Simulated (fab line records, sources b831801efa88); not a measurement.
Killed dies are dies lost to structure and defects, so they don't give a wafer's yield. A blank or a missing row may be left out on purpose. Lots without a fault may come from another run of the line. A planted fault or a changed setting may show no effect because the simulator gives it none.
fab line records | flow sky130
record lots=7 wafers=21 last_day=50
route steps=708 shown PWDE@50 NWELL@56 VT_ADJUST_HVTP@85 PAD_OPEN@708
lots that met no fault: from a run of the same line without faults
start_h: hours from the record's first day to the start of the lot's first wafer shown | wait_h: hours since the lot's step before | " the same as in the row above | L1.1+2: a row that stands for several wafers | - no value, or no start given | * or withheld: withheld | < > ~ a bound
route shown NAME@n: a module of which the file shows steps, and the number in the route of the first | usual: mean/standard deviation of fault-free wafers | same: alike in all rows | chamber/n: place in a boat | sites: the reading at each site | _std_site: their standard deviation | _edge_site: outer sites' mean less inner sites' | radius_mm: how far each site lies from the wafer's centre | mask NAME#n: copy n | behind: the tool/chamber that last shaped the wafer | hold: why the lot was held/for how many hours/how that ended | device: the transistor (n, p or np) that didn't switch | end of line: the same wafers' tests at the end of the route | a step without rows: its recipe alone | killed: dies lost to structure and defects at the first sort, not the wafer's yield | map: a wafer's dies, x killed, . not, _ none there
set.NAME: the setting as run; set.NAME@STEP: as run at that earlier step | model.NAME: the simulator's own value behind a step, which no gauge read
lots at some steps of the route; a table a step, a row a wafer
services: from which hour (start_h, from the record's first day; less than 0 if before it) a tool's chamber was out of use, for how many hours, and why
## steps
# step SKY_PWDE_PEB_05
# recipe temp_c=115 time_s=withheld
# step SKY_PWDE_DEVELOP_06
# recipe wall_angle_deg=90 developer=TMAH develop_time_s=60 dev_temp_c=23
# step SKY_PWDE_OVL_MEAS_07
# usual PWDE_OVL=-0.7/1.3
# columns lot.wafer tool chamber start_h wait_h PWDE_OVL[nm]
L595.2 overlay-01 - 72.95 - -0.1
L595.5 " - " " -0.4
L595.6 " - " " 0.5
L598.1 overlay-01 - 91.10 - 0.1
L598.5 " - " " -2.4
L598.6 " - " " -1.5
L599.1 overlay-02 - 93.85 - -0.3
L599.2 " - " " 0.5
L599.5 " - " " -0.4
L600.1 overlay-02 - 102.00 - -1.9
L600.3 " - " " -0.6
L600.5 " - " " -1.7
L601.1 overlay-01 - 108.80 - -1.8
L601.3 " - " " 0.2
L601.4 " - " " -0.3
L602.1 overlay-01 - 112.35 - -2.8
L602.2 " - " " -2.1
L602.5 " - " " -1.3
L617.4 overlay-01 - 199.69 - 2.3
L617.5 " - " " 3.5
L617.6 " - " " 1.9
# step SKY_PWDE_IMPLANT_08
# recipe species=B energy_kev=150 dose_cm2=3.6e+12 tilt_deg=withheld
# step SKY_PWDE_STRIP_09
# recipe chemistry=O2/N2 power_w=1400 pressure_mtorr=1500 platen_temp_c=withheld o2_flow_sccm=3000 n2_flow_sccm=300 overash_fraction=0.5
# usual drypump_motor_current_A=5.8/0.42 oes_product_au=0.722/0.0047 strip_time_to_endpoint_s=36.90/0.12
# columns lot.wafer tool chamber start_h wait_h drypump_motor_current_A oes_product_au rf_hours_counter_h strip_time_to_endpoint_s
L595.2 plasma_asher-02 0 73.13 0.1 5.1 0.716 39 36.84
L595.5 " 0 " " 5.1 0.719 - 36.83
L595.6 " 1 " " 5.7 0.718 - 36.83
L598.1 plasma_asher-03 1 91.29 0.1 5.9 0.721 42 36.79
L598.5 " 1 " " 5.8 0.723 - 36.91
L598.6 " 0 " " 5.6 0.716 - 36.95
L599.1 plasma_asher-04 1 94.04 0.1 5.5 0.724 28 36.95
L599.2 " 0 " " 6.4 0.723 28 37.01
L599.5 " 1 " " 5.4 0.727 - 37.02
L600.1 plasma_asher-04 0 102.19 0.1 6.4 0.720 28 36.86
L600.3 " 0 " " 6.4 0.722 - 36.86
L600.5 " 1 " " 5.5 0.719 - 37.03
L601.1 plasma_asher-03 1 108.99 0.1 5.8 0.716 43 36.81
L601.3 " 1 " " 5.8 0.728 - 36.78
L601.4 " 0 " " 5.6 0.723 - 36.84
L602.1 plasma_asher-04 0 112.53 0.1 6.4 0.726 29 37.07
L602.2 " 1 " " 5.5 0.710 29 36.96
L602.5 " 1 " " 5.5 0.720 - 37.10
L617.4 plasma_asher-04 0 199.89 0.1 6.4 0.729 - 36.77
L617.5 " 0 " " 6.4 0.716 - 36.87
L617.6 " 1 " " 5.4 0.723 - 36.84
# step SKY_PWDE_TW_MEAS_10
# usual PWDE_TW=372/3.7
# columns lot.wafer tool chamber start_h wait_h PWDE_TW
L595.2 film_metro-01 - 73.24 0.1 377
L595.5 " - " " 378
L595.6 " - " " 376
L598.1 film_metro-04 - 91.39 0.1 368
L598.5 " - " " 370
L598.6 " - " " 371
L599.1 film_metro-04 - 94.14 0.1 368
L599.2 " - " " 369
L599.5 " - " " 368
L600.1 film_metro-04 - 102.29 0.1 366
L600.3 " - " " 367
L600.5 " - " " 367
L601.1 film_metro-04 - 109.09 0.1 368
L601.3 " - " " 367
L601.4 " - " " 370
L602.1 film_metro-04 - 112.63 0.1 369
L602.2 " - " " 368
L602.5 " - " " 367
L617.4 film_metro-01 - 199.99 0.1 376
L617.5 " - " " 375
L617.6 " - " " 376
# step SKY_NWELL_DEHYDRATE_03
# recipe temp_c=200 time_s=60
# step SKY_NWELL_HMDS_04
# recipe prime_time_s=60 prime_temp_c=120
# step SKY_NWELL_COAT_05
# recipe spin_rpm=2000 resist_thk_nm=3000
# step SKY_NWELL_SOFTBAKE_06
# recipe temp_c=110 time_s=withheld
# step SKY_NWELL_EXPOSE_07
# recipe mask_id=NWM na=0.6 source_shape=conventional sigma_outer=0.6 polarization=unpolarized target_cd_nm=840 dose_mj=255
# step SKY_NWELL_PEB_08
# recipe temp_c=115 time_s=withheld
# step SKY_NWELL_DEVELOP_09
# recipe wall_angle_deg=90 developer=TMAH develop_time_s=60 dev_temp_c=23
# columns lot.wafer tool chamber start_h wait_h
L595.2+5+6 litho_track-04 0 89 -
L598.1+5+6 litho_track-02 0 108 -
L599.1+2+5 litho_track-04 0 111 -
L600.1+3+5 litho_track-04 0 120 -
L601.1+3+4 litho_track-04 0 127 -
L602.1+2+5 litho_track-02 0 130 -
L617.4+5+6 litho_track-02 0 222 -
# step SKY_NWELL_OVL_MEAS_10
# usual NWELL_00_OVL=-0.7/1.3
# columns lot.wafer tool chamber start_h wait_h NWELL_00_OVL[nm]
L595.2 overlay-01 - 89.70 - -2.8
L595.5 " - " " -0.6
L595.6 " - " " -1.3
L598.1 overlay-02 - 108.83 - -0.3
L598.5 " - " " -0.4
L598.6 " - " " -0.7
L599.1 overlay-02 - 111.70 - 1.5
L599.2 " - " " -1.2
L599.5 " - " " -0.3
L600.1 overlay-02 - 120.35 - -4.1
L600.3 " - " " -2.0
L600.5 " - " " -1.4
L601.1 overlay-01 - 127.35 - -0.2
L601.3 " - " " 1.5
L601.4 " - " " 0.5
L602.1 overlay-02 - 130.83 - -1.6
L602.2 " - " " -2.7
L602.5 " - " " -2.6
L617.4 overlay-02 - 222.29 - 1.0
L617.5 " - " " 0.8
L617.6 " - " " -0.4
# step SKY_NWELL_IMPLANT_11
# recipe species=P energy_kev=400 dose_cm2=1.9e+13 tilt_deg=withheld
# step SKY_NWELL_IMPLANT_12
# recipe species=P energy_kev=120 dose_cm2=1.3e+12 tilt_deg=withheld
# step SKY_NWELL_IMPLANT_13
# recipe species=P energy_kev=50 dose_cm2=7e+11 tilt_deg=withheld
# step SKY_NWELL_STRIP_14
# recipe chemistry=O2/N2 power_w=1400 pressure_mtorr=1500 platen_temp_c=withheld o2_flow_sccm=3000 n2_flow_sccm=300 overash_fraction=0.5
# usual drypump_motor_current_A=5.7/0.55 oes_product_au=0.722/0.0044 strip_time_to_endpoint_s=36.90/0.12
# columns lot.wafer tool chamber start_h wait_h drypump_motor_current_A oes_product_au rf_hours_counter_h strip_time_to_endpoint_s
L595.2 plasma_asher-04 1 90.18 0.1 5.4 0.725 27 36.76
L595.5 " 0 " " 6.4 0.722 - 36.65
L595.6 " 1 " " 5.5 0.726 - 36.76
L598.1 plasma_asher-04 0 109.31 0.1 6.4 0.723 29 37.02
L598.5 " 1 " " 5.4 0.724 - 36.83
L598.6 " 0 " " 6.4 0.721 - 36.77
L599.1 plasma_asher-01 1 112.18 0.1 6.4 0.719 43 36.79
L599.2 " 0 " " 4.9 0.721 43 36.80
L599.5 " 1 " " 6.4 0.718 - 36.84
L600.1 plasma_asher-04 1 120.83 0.1 5.4 0.718 30 36.91
L600.3 " 1 " " 5.5 0.720 - 37.05
L600.5 " 1 " " 5.4 0.718 - 37.06
L601.1 plasma_asher-02 0 127.83 0.1 5.1 0.717 1 36.85
L601.3 " 1 " " 5.8 0.723 - 36.80
L601.4 " 0 " " 5.1 0.722 - 36.86
L602.1 plasma_asher-02 1 131.31 0.1 5.8 0.728 1 36.98
L602.2 " 0 " " 5.1 0.721 1 36.97
L602.5 " 1 " " 5.8 0.729 - 37.12
L617.4 plasma_asher-04 1 222.79 0.1 5.5 0.722 - 37.00
L617.5 " 0 " " 6.4 0.719 - 36.96
L617.6 " 1 " " 5.5 0.720 - 36.92
# step SKY_NWELL_TW_MEAS_15
# usual NWELL_TW=1812/16
# columns lot.wafer tool chamber start_h wait_h NWELL_TW
L595.2 film_metro-01 - 90.29 0.1 1847
L595.5 " - " " 1845
L595.6 " - " " 1833
L598.1 film_metro-04 - 109.41 0.1 1799
L598.5 " - " " 1790
L598.6 " - " " 1785
L599.1 film_metro-01 - 112.30 0.1 1827
L599.2 " - " " 1832
L599.5 " - " " 1813
L600.1 film_metro-01 - 120.93 0.1 1831
L600.3 " - " " 1832
L600.5 " - " " 1837
L601.1 film_metro-04 - 128.03 0.2 1789
L601.3 " - " " 1793
L601.4 " - " " 1802
L602.1 film_metro-01 - 131.41 0.1 1832
L602.2 " - " " 1830
L602.5 " - " " 1841
L617.4 film_metro-01 - 222.89 0.1 1838
L617.5 " - " " 1841
L617.6 " - " " 1831
# step SKY_NWELL_DEHYDRATE_16
# recipe temp_c=200 time_s=60
# step SKY_NWELL_HMDS_17
# recipe prime_time_s=60 prime_temp_c=120
# step SKY_NWELL_COAT_18
# recipe spin_rpm=2000 resist_thk_nm=3000
# step SKY_NWELL_SOFTBAKE_19
# recipe temp_c=110 time_s=withheld
# step SKY_NWELL_EXPOSE_20
# recipe mask_id=NWM_COMPLEMENT na=0.6 source_shape=conventional sigma_outer=0.6 polarization=unpolarized target_cd_nm=840 dose_mj=260
# step SKY_NWELL_PEB_21
# recipe temp_c=115 time_s=withheld
# step SKY_NWELL_DEVELOP_22
# recipe wall_angle_deg=90 developer=TMAH develop_time_s=60 dev_temp_c=23
# step SKY_NWELL_OVL_MEAS_23
# usual NWELL_01_OVL=-0.3/1.2
# columns lot.wafer tool chamber start_h wait_h NWELL_01_OVL[nm]
L595.2 overlay-02 - 108.69 - 0.8
L595.5 " - " " -0.1
L595.6 " - " " -0.3
L598.1 overlay-01 - 127.63 - -1.7
L598.5 " - " " -1.5
L598.6 " - " " -0.9
L599.1 overlay-01 - 129.83 - 0.2
L599.2 " - " " -3.2
L599.5 " - " " -1.1
L600.1 overlay-01 - 138.88 - 1.4
L600.3 " - " " 0.7
L600.5 " - " " -0.8
L601.1 overlay-02 - 145.75 - 0.3
L601.3 " - " " 0.3
L601.4 " - " " -1.8
L602.1 overlay-02 - 149.43 - -3.0
L602.2 " - " " -1.2
L602.5 " - " " -1.3
L617.4 overlay-01 - 245.80 - -0.5
L617.5 " - " " -0.8
L617.6 " - " " -2.1
# step SKY_NWELL_IMPLANT_24
# recipe species=B energy_kev=140 dose_cm2=9.2e+12 tilt_deg=withheld
# step SKY_NWELL_STRIP_25
# recipe chemistry=O2/N2 power_w=1400 pressure_mtorr=1500 platen_temp_c=withheld o2_flow_sccm=3000 n2_flow_sccm=300 overash_fraction=0.5
# usual drypump_motor_current_A=5.7/0.59 oes_product_au=0.723/0.0041 strip_time_to_endpoint_s=36.93/0.11
# columns lot.wafer tool chamber start_h wait_h drypump_motor_current_A oes_product_au rf_hours_counter_h strip_time_to_endpoint_s
L595.2 plasma_asher-04 1 108.87 0.1 5.5 0.715 29 36.99
L595.5 " 1 " " 5.5 0.724 - 37.04
L595.6 " 0 " " 6.4 0.724 - 37.05
L598.1 plasma_asher-01 1 127.81 0.1 6.4 0.726 45 36.90
L598.5 " 0 " " 4.9 0.729 - 36.91
L598.6 " 1 " " 6.4 0.725 - 36.89
L599.1 plasma_asher-01 0 130.01 0.1 5.0 0.722 45 37.01
L599.2 " 1 " " 6.4 0.723 45 37.17
L599.5 " 1 " " 6.3 0.726 - 37.18
L600.1 plasma_asher-02 0 139.06 0.1 5.1 0.713 2 36.90
L600.3 " 0 " " 5.1 0.723 - 36.74
L600.5 " 1 " " 5.7 0.718 - 36.77
L601.1 plasma_asher-01 0 145.93 0.1 5.0 0.725 46 36.92
L601.3 " 1 " " 6.4 0.716 - 36.86
L601.4 " 0 " " 5.0 0.722 - 36.94
L602.1 plasma_asher-04 0 149.61 0.1 6.4 0.721 34 36.95
L602.2 " 1 " " 5.5 0.729 34 36.97
L602.5 " 0 " " 6.4 0.724 - 37.01
L617.4 plasma_asher-04 0 246.00 0.1 6.4 0.716 - 36.86
L617.5 " 0 " " 6.4 0.722 - 36.90
L617.6 " 1 " " 5.4 0.722 - 36.81
# step SKY_NWELL_TW_MEAS_26
# usual NWELL_2_TW=495/4
# columns lot.wafer tool chamber start_h wait_h NWELL_2_TW
L595.2 film_metro-01 - 108.98 0.1 498
L595.5 " - " " 495
L595.6 " - " " 495
L598.1 film_metro-04 - 127.91 0.1 491
L598.5 " - " " 487
L598.6 " - " " 490
L599.1 film_metro-04 - 130.11 0.1 488
L599.2 " - " " 488
L599.5 " - " " 489
L600.1 film_metro-04 - 139.16 0.1 488
L600.3 " - " " 490
L600.5 " - " " 491
L601.1 film_metro-01 - 146.03 0.1 499
L601.3 " - " " 500
L601.4 " - " " 499
L602.1 film_metro-03 - 149.71 0.1 496
L602.2 " - " " 494
L602.5 " - " " 495
L617.4 film_metro-04 - 246.10 0.1 490
L617.5 " - " " 491
L617.6 " - " " 490
# step SKY_NWELL_CLEAN_27
# recipe chemistry=SC1/SC2 mix=1:4:20 temp_c=70 time_s=150 dry=n2_spin
# step SKY_NWELL_RTA_28
# recipe temp_c=1050 time_s=30 idle_temp_c=650 ramp_up_c_per_s=150 ramp_down_c_per_s=90 ambient=N2
# usual lamp_power_pct=25.30/0.061 wafer_temp_C_max=1054.9/0.98
# same time_s=30
# columns lot.wafer tool chamber start_h wait_h lamp_power_pct wafer_temp_C_max
L595.2 rtp_anneal-02 0 109.10 0.0 25.15 1055.3
L595.5 " 0 " " 25.23 1055.1
L595.6 " 0 " " 25.36 1053.5
L598.1 rtp_anneal-01 0 128.02 0.0 25.25 1054.4
L598.5 " 0 " " 25.39 1054.1
L598.6 " 0 " " 25.30 1055.3
L599.1 rtp_anneal-02 0 130.22 0.0 25.38 1056.0
L599.2 " 0 " " 25.29 1054.6
L599.5 " 0 " " 25.29 1055.5
L600.1 rtp_anneal-02 0 139.27 0.0 25.36 1054.8
L600.3 " 0 " " 25.18 1054.1
L600.5 " 0 " " 25.25 1054.6
L601.1 rtp_anneal-01 0 146.14 0.0 25.37 1056.4
L601.3 " 0 " " 25.34 1053.6
L601.4 " 0 " " 25.32 1055.0
L602.1 rtp_anneal-02 0 149.82 0.0 25.38 1055.8
L602.2 " 0 " " 25.28 1054.6
L602.5 " 0 " " 25.33 1056.9
L617.4 rtp_anneal-02 0 246.23 0.1 25.39 1054.6
L617.5 " 0 " " 25.31 1055.3
L617.6 " 0 " " 25.30 1054.0
# step SKY_NWELL_RS_MEAS_29
# recipe thk_meas_gauge=four-point-probe
# usual NWELL_RS=625.4/1.4
# columns lot.wafer tool chamber start_h wait_h NWELL_RS[ohm/sq]
L595.2 film_metro-01 - 109.20 0.1 625.4
L595.5 " - " " 624.8
L595.6 " - " " 623.4
L598.1 film_metro-04 - 128.12 0.1 626.6
L598.5 " - " " 623.8
L598.6 " - " " 625.9
L599.1 film_metro-04 - 130.32 0.1 623.8
L599.2 " - " " 623.8
L599.5 " - " " 623.5
L600.1 film_metro-04 - 139.37 0.1 625.1
L600.3 " - " " 626.5
L600.5 " - " " 626.1
L601.1 film_metro-03 - 146.24 0.1 627.1
L601.3 " - " " 625.6
L601.4 " - " " 624.8
L602.1 film_metro-04 - 149.92 0.1 625.9
L602.2 " - " " 627.3
L602.5 " - " " 625.1
L617.4 film_metro-03 - 246.34 0.1 624.5
L617.5 " - " " 626.4
L617.6 " - " " 626.5
# step SKY_NWELL_RS_MEAS_31
# recipe thk_meas_gauge=four-point-probe
# usual PWDE_RS=5281/23
# columns lot.wafer tool chamber start_h wait_h PWDE_RS[ohm/sq]
L595.2 film_metro-01 - 109.44 0.1 5286
L595.5 " - " " 5304
L595.6 " - " " 5276
L598.1 film_metro-04 - 128.36 0.1 5277
L598.5 " - " " 5253
L598.6 " - " " 5268
L599.1 film_metro-04 - 130.56 0.1 5269
L599.2 " - " " 5263
L599.5 " - " " 5260
L600.1 film_metro-04 - 139.61 0.1 5262
L600.3 " - " " 5279
L600.5 " - " " 5268
L601.1 film_metro-03 - 146.48 0.1 5307
L601.3 " - " " 5292
L601.4 " - " " 5288
L602.1 film_metro-04 - 150.16 0.1 5253
L602.2 " - " " 5264
L602.5 " - " " 5260
L617.4 film_metro-03 - 246.58 0.1 5286
L617.5 " - " " 5292
L617.6 " - " " 5272
# step SKY_VT_ADJUST_HVTP_DEHYDRATE_00
# recipe temp_c=200 time_s=60
# step SKY_VT_ADJUST_HVTP_HMDS_01
# recipe prime_time_s=60 prime_temp_c=120
# step SKY_VT_ADJUST_HVTP_COAT_02
# recipe resist=NOVOLAK spin_rpm=3000 resist_thk_nm=1140
# step SKY_VT_ADJUST_HVTP_SOFTBAKE_03
# recipe temp_c=90 time_s=60 resist=NOVOLAK
# step SKY_VT_ADJUST_HVTP_EXPOSE_04
# recipe mask_id=HVTPM na=0.6 source_shape=conventional sigma_outer=0.6 polarization=unpolarized target_cd_nm=380 dose_mj=140
# step SKY_VT_ADJUST_HVTP_PEB_05
# recipe temp_c=withheld time_s=* resist=NOVOLAK
# step SKY_VT_ADJUST_HVTP_DEVELOP_06
# recipe resist=NOVOLAK developer=TMAH develop_time_s=60 dev_temp_c=23
# step SKY_PAD_OPEN_PROBE_99
# usual killed_at_M0_to_M3=43/7 killed_at_M4_up=3.4/1.9 killed_at_contacts=24/5.4 killed_at_front_end=15/4.4 killed_at_other=0.4/0.63 killed_dies=86/9.1 killed_open=46/6.6 killed_short=39/6.6
# same gross_dies=492 killed_at_back_side=0
# columns lot.wafer tool chamber start_h wait_h killed_at_M0_to_M3 killed_at_M4_up killed_at_contacts killed_at_front_end killed_at_other killed_dies killed_open killed_short model.etest.nfet_16v.r_on_ohm_um model.etest.pfet_16v.r_on_ohm_um model.etest.res_nwell.line_ohm_um model.etest.res_nwell.width_nm model.etest.res_iso_pwell.width_nm model.etest.pfet_16v.drive_ua_um model.etest.nfet_16v.drive_ua_um model.etest.iso_nwell_nwell.leak_log10_a_um
L595.2 prober-02 - 1078.20 0.1 32 1 31 15 0 79 44 34 1.412e+04 1.54e+04 1173 827.8 2646 236.9 223 -13.79
L595.5 prober-02 - 1078.35 0.2 54 2 23 11 1 91 50 41 1.404e+04 1.517e+04 1135 833.7 2656 238.8 220.8 -13.84
L595.6 prober-02 - 1078.40 0.2 50 3 16 10 1 80 41 39 1.408e+04 1.55e+04 1166 827 2654 239.4 225.4 -13.95
L598.1 prober-01 - 1117.54 0.1 30 2 19 14 0 65 31 34 1.405e+04 1.516e+04 1116 841.2 2644 247 219.8 -13.65
L598.5 prober-01 - 1117.74 0.2 31 2 22 13 0 68 39 29 1.404e+04 1.528e+04 1143 844.6 2674 244.9 220.2 -13.25
L598.6 prober-01 - 1117.79 0.2 38 4 16 11 0 69 35 34 1.405e+04 1.52e+04 1145 839.6 2636 247.3 221.3 -13.36
L600.1 prober-02 - 1118.69 0.1 45 2 26 15 0 88 47 41 1.443e+04 1.495e+04 1124 826.5 2658 243.5 214 -13.69
L600.3 prober-02 - 1118.79 0.2 33 6 22 22 0 83 35 47 1.516e+04 1.44e+04 1353 698.1 2749 259.2 210.4 -13.91
L600.5 prober-02 - 1118.89 0.2 30 4 36 12 0 82 44 38 1.507e+04 1.435e+04 1350 696.8 2754 264.1 210.7 -13.9
L601.1 prober-01 - 1119.47 0.1 33 1 30 12 0 76 40 36 1.428e+04 1.548e+04 1107 848.3 2641 244.4 219.7 -12.85
L601.3 prober-01 - 1119.57 0.2 46 4 28 15 0 93 56 37 1.503e+04 1.534e+04 1324 723.3 2712 252.6 208.5 -13.88
L601.4 prober-01 - 1119.62 0.2 32 2 23 15 0 72 41 31 1.527e+04 1.507e+04 1320 718.4 2718 257.4 211 -13.76
L599.1 prober-02 - 1121.14 0.1 58 1 25 14 0 98 49 49 1.397e+04 1.512e+04 1127 838.1 2632 248.1 220.3 -13.52
L599.2 prober-02 - 1121.19 0.1 43 4 29 8 1 85 44 41 1.413e+04 1.549e+04 1156 847.4 2647 244.1 218.4 -13.55
L599.5 prober-02 - 1121.34 0.2 48 1 18 11 1 79 48 31 1.491e+04 1.471e+04 1376 716.5 2725 259.4 209.2 -13.85
L602.1 prober-02 - 1129.42 0.1 47 5 16 15 1 84 38 46 1.381e+04 1.486e+04 1105 834.7 2655 252.1 227.4 -13.38
L602.2 prober-02 - 1129.47 0.1 38 4 24 15 0 81 35 46 1.407e+04 1.5e+04 1090 838.3 2635 247.7 219.7 -13.5
L602.5 prober-02 - 1129.62 0.2 41 4 33 14 1 93 55 38 1.412e+04 1.476e+04 1091 831.4 2666 251.3 220.8 -13.55
L617.4 prober-02 - 1201.17 0.2 47 7 23 16 1 94 44 49 1.394e+04 1.476e+04 1129 831.1 2647 258.4 227.3 -13.58
L617.5 prober-02 - 1201.22 0.2 44 1 30 15 1 91 52 39 1.395e+04 1.495e+04 1112 836 2656 256.2 230.8 -13.54
L617.6 prober-02 - 1201.27 0.2 45 8 30 17 1 101 52 48 1.397e+04 1.498e+04 1119 835.7 2655 257.3 230.4 -13.7
# killed by level:class
L595.2 CONTACT:geometric_particle:open=11 LI_CONTACT:geometric_particle:open=7 FIELD_ISO:geometric_particle:open=6 VIA1:geometric_particle:open=6 VIA2:geometric_particle:open=6 CONTACT:geometric_particle:short=5 VIA3:geometric_particle:open=5 POLY_GATE:geometric_particle:short=4
L595.5 VIA1:geometric_particle:open=14 CONTACT:geometric_particle:open=10 METAL1:geometric_particle:short=7 METAL2:geometric_particle:short=7 VIA3:geometric_particle:open=6 LI_CONTACT:geometric_particle:open=5 VIA2:geometric_particle:open=5 VIA3:geometric_particle:short=5
L595.6 VIA1:geometric_particle:open=15 METAL1:geometric_particle:short=9 CONTACT:geometric_particle:open=7 VIA3:geometric_particle:short=5 LI_CONTACT:geometric_particle:open=4 VIA1:geometric_particle:short=4 VIA2:geometric_particle:open=4 METAL3:geometric_particle:short=4
L598.1 VIA1:geometric_particle:open=9 CONTACT:geometric_particle:open=7 POLY_GATE:geometric_particle:short=5 METAL2:geometric_particle:short=5 LI_CONTACT:geometric_particle:open=4 VIA1:geometric_particle:short=4 FIELD_ISO:geometric_particle:short=3 LOCAL_INTERCONNECT:geometric_particle:short=3
L598.5 CONTACT:geometric_particle:open=10 VIA2:geometric_particle:open=8 LI_CONTACT:geometric_particle:open=6 METAL2:geometric_particle:short=5 LOCAL_INTERCONNECT:geometric_particle:short=5 FIELD_ISO:geometric_particle:short=4 VIA1:geometric_particle:open=4 POLY_GATE:geometric_particle:open=3
L598.6 VIA1:geometric_particle:open=8 CONTACT:geometric_particle:open=7 VIA3:geometric_particle:open=6 VIA1:geometric_particle:short=5 VIA2:geometric_particle:open=5 CONTACT:geometric_particle:short=4 METAL2:geometric_particle:short=4 VIA3:geometric_particle:short=3
L600.1 CONTACT:geometric_particle:open=10 VIA1:geometric_particle:open=9 METAL2:geometric_particle:short=7 VIA2:geometric_particle:open=6 LOCAL_INTERCONNECT:geometric_particle:short=6 LI_CONTACT:geometric_particle:open=5 METAL1:geometric_particle:short=4 VIA3:geometric_particle:short=4
L600.3 POLY_GATE:geometric_particle:short=7 FIELD_ISO:geometric_particle:open=6 VIA2:geometric_particle:open=6 LI_CONTACT:geometric_particle:open=5 CONTACT:geometric_particle:open=5 VIA1:geometric_particle:short=5 METAL2:geometric_particle:short=5 VIA3:geometric_particle:open=5
L600.5 CONTACT:geometric_particle:open=16 LI_CONTACT:geometric_particle:open=9 METAL1:geometric_particle:short=8 CONTACT:geometric_particle:short=5 FIELD_ISO:geometric_particle:open=4 LOCAL_INTERCONNECT:geometric_particle:short=4 METAL2:geometric_particle:short=4 VIA2:geometric_particle:open=4
L601.1 CONTACT:geometric_particle:short=10 VIA1:geometric_particle:open=9 LI_CONTACT:geometric_particle:open=7 CONTACT:geometric_particle:open=6 VIA2:geometric_particle:open=6 POLY_GATE:geometric_particle:short=5 VIA3:geometric_particle:open=5 VIA3:geometric_particle:short=4
L601.3 CONTACT:geometric_particle:open=11 VIA3:geometric_particle:open=8 LI_CONTACT:geometric_particle:open=8 METAL2:geometric_particle:short=8 VIA2:geometric_particle:open=8 VIA1:geometric_particle:open=8 FIELD_ISO:geometric_particle:short=5 METAL1:geometric_particle:short=5
L601.4 CONTACT:geometric_particle:open=11 METAL2:geometric_particle:short=7 VIA3:geometric_particle:open=6 VIA1:geometric_particle:open=5 VIA1:geometric_particle:short=5 POLY_GATE:geometric_particle:open=4 LI_CONTACT:geometric_particle:open=4 METAL1:geometric_particle:short=4
L599.1 VIA1:geometric_particle:open=13 VIA3:geometric_particle:open=10 LOCAL_INTERCONNECT:geometric_particle:short=8 CONTACT:geometric_particle:open=6 METAL1:geometric_particle:short=6 METAL2:geometric_particle:short=6 VIA2:geometric_particle:open=6 VIA1:geometric_particle:short=5
L599.2 CONTACT:geometric_particle:open=19 VIA1:geometric_particle:open=8 METAL3:geometric_particle:short=6 METAL1:geometric_particle:short=5 LI_CONTACT:geometric_particle:open=5 VIA1:geometric_particle:short=5 METAL2:geometric_particle:short=5 FIELD_ISO:geometric_particle:short=4
L599.5 VIA1:geometric_particle:open=15 VIA3:geometric_particle:open=9 VIA2:geometric_particle:open=6 LOCAL_INTERCONNECT:geometric_particle:short=5 METAL3:geometric_particle:short=5 FIELD_ISO:geometric_particle:open=4 LI_CONTACT:geometric_particle:open=4 CONTACT:geometric_particle:open=4
L602.1 VIA3:geometric_particle:open=11 VIA1:geometric_particle:open=7 METAL2:geometric_particle:short=7 METAL1:geometric_particle:short=6 CONTACT:geometric_particle:open=5 FIELD_ISO:geometric_particle:short=4 LOCAL_INTERCONNECT:geometric_particle:short=4 VIA2:geometric_particle:short=4
L602.2 CONTACT:geometric_particle:open=7 METAL1:geometric_particle:short=7 CONTACT:geometric_particle:short=6 VIA1:geometric_particle:open=5 METAL2:geometric_particle:short=5 VIA2:geometric_particle:open=5 LI_CONTACT:geometric_particle:short=4 VIA1:geometric_particle:short=4
L602.5 VIA1:geometric_particle:open=11 CONTACT:geometric_particle:open=9 LI_CONTACT:geometric_particle:open=8 VIA2:geometric_particle:open=8 LOCAL_INTERCONNECT:geometric_particle:short=5 CONTACT:geometric_particle:short=5 METAL2:geometric_particle:short=5 METAL1:geometric_particle:short=5
L617.4 CONTACT:geometric_particle:open=10 VIA1:geometric_particle:open=7 LI_CONTACT:geometric_particle:open=6 METAL2:geometric_particle:short=6 VIA2:geometric_particle:short=6 METAL4:geometric_particle:short=6 FIELD_ISO:geometric_particle:short=5 METAL1:geometric_particle:short=5
L617.5 LI_CONTACT:geometric_particle:open=11 VIA1:geometric_particle:open=10 CONTACT:geometric_particle:open=7 LOCAL_INTERCONNECT:geometric_particle:short=7 METAL1:geometric_particle:short=7 VIA3:geometric_particle:open=6 FIELD_ISO:geometric_particle:short=5 VIA1:geometric_particle:short=5
L617.6 VIA1:geometric_particle:open=12 CONTACT:geometric_particle:short=11 CONTACT:geometric_particle:open=9 VIA3:geometric_particle:open=7 METAL1:geometric_particle:short=6 POLY_GATE:geometric_particle:open=5 VIA1:geometric_particle:short=5 METAL4:geometric_particle:short=5
## services
# columns tool chamber start_h hours kind
litho_track-04 - 93.80 - consumable_replace:filter
plasma_asher-02 - 108.75 9.0 pm
plasma_asher-02 0 108.75 9.0 vent_cycle
plasma_asher-02 1 108.75 9.0 vent_cycle
plasma_asher-03 - 116.93 2.6 repair
plasma_asher-02 0 117.75 - clean
plasma_asher-02 1 117.75 - clean
plasma_asher-02 - 147.14 2.0 repair
plasma_asher-03 - 230.29 2.3 repair
## key
first_sign none at tools or gauges
model_effect step=SKY_PAD_OPEN_PROBE_99 value=etest.nfet_16v.r_on_ohm_um without=1.425e+04 struck=1.509e+04
met_at SKY_NWELL_DEVELOP_09
struck_wafers L599.5,L600.3,L600.5,L601.3,L601.4
tester_left_out L599,L600,L601
onset_between 89 111
fault kind=process_parameter_drift tool=litho_track-04 chamber=- onset_h=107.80 steps=SKY_NWELL_DEVELOP_09 channel=develop_time_s offset=* shape=step end_h=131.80 scope=struck_wafers_only acts_in=* stated=*
# tester_left_out: of these lots the tester's yield and bins aren't shown, on N5 and GAA mostly nor the transistor test; their killed dies are dies lost to structure and defects alone, not to doping, threshold or leakage, so they don't give the yield
